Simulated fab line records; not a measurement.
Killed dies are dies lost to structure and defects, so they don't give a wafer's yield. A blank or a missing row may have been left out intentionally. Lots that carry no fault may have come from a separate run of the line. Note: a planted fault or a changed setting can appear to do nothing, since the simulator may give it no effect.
Code-filled problem report in 8D (eight disciplines) form | flow gf180mcu | the parts of the form that need people (team, actions taken, sign-off) are left out

1. THE PROBLEM
Wafers without a fault read 159.97 C with a standard deviation of 0.18, while temp-c at GF_STI_WET_ETCH_27 averages 157.72 C across 3 wafers of 1 lot. Relative to the usual mean, that is a shift of -12 standard deviations.
The step: etches Si3N4 in H3PO4, target depth 160 nm, time 1825 s.
First seen on wafer L666.1, day 3 21:59, on wet-bench-01. The record holds 39 wafers of 13 lots with a number at this step. Rule for "out", or "out of limits": more than 4 standard deviations from the usual mean. Any other wafer with a number is counted as sound.

2. WHAT IT IS; WHAT IT IS NOT
question                    | is                        | is not
which readings at this step | temp-c, bath-guard-temp-C | -
which lots                  | L666                      | L658, L659, L660, L661, L662, L664, L674, L675, L676, L679, L680, L681
which wafers of those lots  | all that have a number    | -
read on which tools         | wet-bench-01              | wet-bench-03, wet-bench-04
when                        | from day 3 21:59          | up to then (18 sound wafers); but 18 sound wafers of L674, L675, L676, L679, L680, L681 came after

3. WHAT RULES OUT EACH SUSPECT
Counting: any tool at a process step up to the reading is kept as a suspect provided that every lot that is out went through it and no sound lot did after the first of them.
- wet-bench-01 at GF_STI_WET_ETCH_27 (etches Si3N4 in H3PO4, target depth 160 nm, time 1825 s): kept. It ran the lot that is out, L666 (day 3 21:59), and no sound lot after that; its last sound lot up to then is L661 (day 2 21:13). Out on those wafers are its own readings of bath-guard-temp-C, temp-c.
Left after counting: wet-bench-01 at GF_STI_WET_ETCH_27.

4. THE CAUSE (what the simulator had put in)
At GF_STI_WET_ETCH_27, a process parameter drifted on wet-bench-01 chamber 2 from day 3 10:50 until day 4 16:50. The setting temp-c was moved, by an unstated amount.
This tool alone remained once counting was done.

5. THE EFFECT CHAIN, in route order
Each row: a reading whose mean over the struck wafers that have a number lies more than 3 standard deviations from the usual. Only readings for which the record gives a usual standard deviation are gone through. hours: the time from each lot's start at the first step in this table that gives one to its start at this step, as a median over the lots. sigmas: the change in usual standard deviations.
hours | step               | reading           | usual    | on struck wafers | change | sigmas
0     | GF_STI_WET_ETCH_27 | bath-guard-temp-C | 159.7 C  | 157.7            | -2.0   | -4.7
0     | GF_STI_WET_ETCH_27 | temp-c            | 159.97 C | 157.72           | -2.25  | -12
It contains these process steps:
- GF_STI_WET_ETCH_27: etches Si3N4 in H3PO4, target depth 160 nm, time 1825 s.
Later measuring or inspecting steps at which every struck wafer that the step has a row for has a number for every such reading, and none has moved that far: GF_DUAL_GATE_THK_MEAS_03, GF_DUAL_GATE_OVL_MEAS_11, GF_HV_LDD_TW_MEAS_23.

6. HOW IT WOULD HAVE BEEN CAUGHT EARLIER
In this record no reading fell out of limits until day 3 21:59, 11 hours after the fault had begun at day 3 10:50.
